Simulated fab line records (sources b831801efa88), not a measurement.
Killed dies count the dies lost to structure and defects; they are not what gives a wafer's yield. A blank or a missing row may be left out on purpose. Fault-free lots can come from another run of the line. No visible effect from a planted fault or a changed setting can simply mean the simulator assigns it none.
A struck lot beside a sound one | flow sky130 | 32 out of 708 route steps
Sound: wafers L604.1, L604.4, L604.5. The struck wafers were L607.1, L607.2, L607.3. The cause is given at the end.
At each step with rows: each side's tool, then ch and its chambers, then its first start. Under that, the readings that differ: sound wafers | struck wafers | difference of the means | sigmas: that difference in standard deviations of wafers without a fault.
alike: readings with means less than 2 such deviations apart, plus words and numbers identical on both sides. not compared: withheld readings, readings lacking a value on some wafer, bounds such as >300 that could conceal the same value, and numbers that have no deviation in the record and whose values overlap.
A row with sigmas, a row that says differs or no value, or rows on one side alone: a step with any of these is where the two part. Numbers that have no deviation but don't overlap get no sigmas and don't part them. A reading missing from all wafers of one side parts the sides only when that side holds two or more wafers.

first, 5 steps without rows for these wafers: SKY_VIA1_STRIP_17 (strips in post etch residue remover, time 1200 s); SKY_VIA1_CLEAN_18 (cleans in IPA, time 180 s); SKY_VIA1_CLEAN_19 (cleans in O3/DIW); SKY_VIA1_SPUTTER_20 (material TiN, target thk 20 nm, time 80 s); SKY_VIA1_CVD_21 (deposits W, target thk 270 nm, time 80.902 s).
SKY_VIA1_RS_MEAS_22: a four-point-probe measurement.
  sound: film-metro-04 at day 34 07:18; struck: film-metro-04 at day 35 21:34
  alike: VIA1_W_RS
SKY_VIA1_THK_MEAS_23: measures by xrf.
  sound: film-metro-04 at day 34 07:25; struck: film-metro-04 at day 35 21:41
  alike: VIA1_W_THK
SKY_VIA1_CMP_24: polishes, stops on SiO2, t overpolish 15 s, target thk 0 nm.
  sound on cmp-02 ch 0,2,3, day 34 07:35; struck on cmp-02 ch 1,2,3, day 35 21:45
  alike: edge-zone-pressure-frac, motor-current-A, overpolish-run-s, time-to-endpoint-s
then, 1 step without rows for these wafers: SKY_METAL2_SPUTTER_00 (material Ti, target thk 15 nm, time 10 s).
SKY_METAL2_SPUTTER_01: material TiN, target thk 20 nm, time 16.7 s.
  sound: pvd-sputter-04 at day 34 07:48; struck: pvd-sputter-01 at day 35 22:04
  alike: throttle-valve-pct
then, 1 step without rows for these wafers: SKY_METAL2_SPUTTER_02 (material AlCu, target thk 250 nm, time 13.3 s).
SKY_METAL2_SPUTTER_03: material Ti, target thk 5 nm, time 3.3 s.
  sound: pvd-sputter-04 at day 34 07:51; struck: pvd-sputter-01 at day 35 22:07
  alike: throttle-valve-pct
SKY_METAL2_SPUTTER_04: material TiN, target thk 70 nm, time 58.3 s.
  sound: pvd-sputter-04 at day 34 07:52; struck: pvd-sputter-01 at day 35 22:08
  reading                                    | sound            | struck          | difference | sigmas
  model.TiN_of_METAL2_SPUTTER_04.thk-nm (nm) | 69.23 69.79 69.8 | 115 114.2 114.4 | +45        |
  alike: throttle-valve-pct
SKY_METAL2_RS_MEAS_05: a four-point-probe measurement.
  sound: film-metro-02 at day 34 07:55; struck: film-metro-02 at day 35 22:11
  alike: METAL2_ALCU_RS
SKY_METAL2_THK_MEAS_06: measures by xrf.
  sound: film-metro-02 at day 34 08:02; struck: film-metro-02 at day 35 22:19
  reading              | sound       | struck      | difference | sigmas
  METAL2_ALCU_THK (nm) | 244 245 247 | 226 224 228 | -19        | -6
then, 8 steps without rows for these wafers: SKY_METAL2_DEHYDRATE_07 (time 60 s); SKY_METAL2_HMDS_08 (prime time 60 s); SKY_METAL2_COAT_09 (resist thk 60 nm); SKY_METAL2_COAT_10 (resist thk 450 nm); SKY_METAL2_SOFTBAKE_11 (time 90 s); SKY_METAL2_EXPOSE_12 (exposes mask MM2, target cd 140 nm); SKY_METAL2_PEB_13; SKY_METAL2_DEVELOP_14 (develop time 60 s).
SKY_METAL2_CD_MEAS_15 targets a cd of 140 nm.
  sound: cd-sem-02 at day 35 10:20; struck: cd-sem-02 at day 36 23:53
  alike: cd-nm
SKY_METAL2_OVL_MEAS_16:
  sound: overlay-01 at day 35 10:28; struck: overlay-01 at day 37 00:00
  alike: METAL2_OVL
SKY_METAL2_DESCUM_17: chemistry O2, time 8 s.
  sound on rie-metal-01 ch 0,1, day 35 10:29; struck on rie-metal-02 ch 0,1, day 37 00:02
  alike: chamber-pressure-mTorr, drypump-motor-current-A, oes-product-au
  not compared: rf-hours-counter-h
then, 1 step without rows for these wafers: SKY_METAL2_ETCH_18 (etches BARC in N2/H2, stops on SiO2, time 45.9 s, target depth 60 nm).
SKY_METAL2_METAL_ETCH_19: etches the open film in Cl2/BCl3, stops on SiO2, target depth 360 nm, time 78 s.
  sound on rie-metal-01 ch 0,1, day 35 10:35; struck on rie-metal-02 ch 0,1, day 37 00:08
  alike: chamber-pressure-mTorr, drypump-motor-current-A, oes-product-au, throttle-valve-pct
  not compared: rf-hours-counter-h
then, 1 step without rows for these wafers: SKY_METAL2_STRIP_20 (strips in O2/N2).
SKY_METAL2_STRIP_21: strips in post etch residue remover, time 1200 s.
  sound on wet-bench-02 ch 2, day 35 10:47; struck on wet-bench-04 ch 1, day 37 00:19
  reading                                    | sound             | struck          | difference | sigmas
  model.TiN_of_METAL2_SPUTTER_04.thk-nm (nm) | 68.81 69.37 69.38 | 114.5 113.8 114 | +44.9      |
then, 1 step without rows for these wafers: SKY_METAL2_CLEAN_22 (cleans in IPA, time 180 s).
-- the record jumps here: 10 days lie between the struck wafers' starts before and after (it left off in module METAL2 and takes up again in module PAD_OPEN, whose first step shown is number 708 of the route) --
SKY_PAD_OPEN_PROBE_99:
  sound: prober-01 at day 45 20:49; struck: prober-02 at day 47 05:53
  reading                       | sound            | struck           | difference | sigmas
  model.etest.via2-chain.rc-ohm | 10.3 9.495 10.21 | 11.4 11.27 11.49 | +1.4       |
  alike: defect-limited-yield, killed_at_M0_to_M3, killed_at_M4_up, killed-at-contacts, killed-at-front-end, killed-at-other, killed-dies, killed-open, killed-short, sort_bin_3_pad_short, sort_bin_5_function, sort_bin_6_memory, sort-n-pass, sort-yield-pct

== WHERE THEY PART ==
At SKY_METAL2_THK_MEAS_06 and nowhere else, as far as this record goes. Later steps at which nothing parts them and some readings are alike: SKY_METAL2_CD_MEAS_15, SKY_METAL2_OVL_MEAS_16, SKY_METAL2_DESCUM_17, SKY_METAL2_METAL_ETCH_19, SKY_PAD_OPEN_PROBE_99.

WHY: the cause the simulator had injected
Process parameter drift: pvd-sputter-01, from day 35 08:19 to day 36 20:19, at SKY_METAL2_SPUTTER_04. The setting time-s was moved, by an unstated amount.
